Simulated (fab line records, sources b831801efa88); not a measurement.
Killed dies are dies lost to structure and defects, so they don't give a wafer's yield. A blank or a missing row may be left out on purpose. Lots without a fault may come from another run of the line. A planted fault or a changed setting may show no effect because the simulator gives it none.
Chamber matching | flow gf180mcu | GF_V4_CMP_26 on cmp-01: 3 sister chambers
The step polishes, stops on SiO2, t overpolish 15 s, target thk 0 nm. 3 wafers are shown with their chamber, then 6 later ones without.

WAFERS WITH THEIR CHAMBER
wafer  | chamber | motor_current_A (A)
L450.6 | 1       | 11.5
L454.1 | 0       | 11.4
L454.2 | 2       | 10.2

WAFERS WITHOUT THEIR CHAMBER
wafer  | motor_current_A (A)
L454.4 | 12.0
L455.1 | 9.9
L455.3 | 10.9
L455.5 | 9.4
L456.1 | 11.2
L456.2 | 11.0

WHICH CHAMBER EACH WENT THROUGH
wafer  | from the rows above          | in truth
L454.4 | can't be placed: 1 or 0      | 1
L455.1 | 2                            | 2
L455.3 | can't be placed: 0 or 1 or 2 | 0
L455.5 | 2                            | 2
L456.1 | can't be placed: 0 or 1 or 2 | 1
L456.2 | can't be placed: 0 or 1 or 2 | 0
Placed correctly: 2 of 6. Can't be placed from these rows: 4 (the true chamber is among the candidates in 4). Placed wrongly: 0.
How it was worked out, from the rows above alone: a wafer's distance from a chamber is the root of the sum, over the readings, of the square of ((its reading less the chamber's mean) divided by the reading's scatter). The wafer belongs to the nearest chamber; if the next one is less than 2 further off, it can't be placed. A chamber's mean is the mean of its shown wafers. The scatter: with one shown wafer a chamber, the root of the mean of the squares of how far each hidden wafer lies from its nearest shown one.
